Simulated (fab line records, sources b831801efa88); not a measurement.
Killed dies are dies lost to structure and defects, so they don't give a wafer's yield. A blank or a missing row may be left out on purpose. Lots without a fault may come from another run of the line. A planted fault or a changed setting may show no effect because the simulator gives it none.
Which tool did it? | flow gf180mcu | 7 lots, 21 wafers sampled, at 2 steps of a route of 602

WHAT THE GAUGES READ, wafer by wafer
GF_STI_CD_MEAS_12: target cd 220 nm.
lot  | measured    | on        | cd_nm (nm)
L844 | day 2 11:16 | cd_sem-02 | 219.7 219.7 217.6
L847 | day 3 03:25 | cd_sem-02 | 216.8 217.0 217.1
L850 | day 3 20:35 | cd_sem-02 | 218.4 219.5 219.5
L852 | day 4 04:30 | cd_sem-01 | 209.7 208.9 208.6
L858 | day 5 12:30 | cd_sem-01 | 210.2 212.0 210.9
L860 | day 5 21:53 | cd_sem-01 | 221.3 220.7 221.2
L864 | day 6 18:51 | cd_sem-01 | 220.8 222.1 220.7

WHICH TOOL RAN EACH LOT (tool, then ch and the chambers of the sampled wafers, then the start)
lot  | GF_STI_SOFTBAKE_08
L844 | litho_track-01 ch 0, day 2 05:19
L847 | litho_track-03 ch 0, day 2 20:43
L850 | litho_track-01 ch 0, day 3 13:27
L852 | litho_track-01 ch 0, day 3 22:18
L858 | litho_track-01 ch 0, day 5 05:21
L860 | litho_track-04 ch 0, day 5 14:49
L864 | litho_track-04 ch 0, day 6 11:17
- GF_STI_SOFTBAKE_08: time 60 s.

THE ANSWER, worked out from the rows above alone
Rule: what is usual is taken from the lots themselves. Put in order of their means at a reading, lots are off if they are a third of the lots or fewer, leave a main group of 4 or more, and stand apart from it by a gap of 3 or more times the standard deviation of the main group's means; of several such gaps the widest counts. A main group whose means are all the same, to the digits that the tables above print for the reading, isn't used. A lot without any number at a reading at which 4 lots or more have one is off too. The other lots that the step has rows for count as sound.
Off: L852, L858, at GF_STI_CD_MEAS_12 (cd_nm). The main group: mean 219.5 nm, standard deviation 1.6.
A tool fits if, at a process step before that reading, it ran every lot that is off, and no sound lot after the first of them. The gauges at GF_STI_CD_MEAS_12 are tried like those tools. One fits: litho_track-01 at GF_STI_SOFTBAKE_08. Its last sound lot is L850 (day 3 13:27), its first lot that is off L852 (day 3 22:18): a fault that began between those two fits.

WHAT THE SIMULATOR HAD PUT IN
Process parameter drift: litho_track-01, from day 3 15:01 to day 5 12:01, at GF_STI_SOFTBAKE_08. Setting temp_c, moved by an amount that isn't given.
Lots struck among those shown: L852, L858. The rule above found the same.
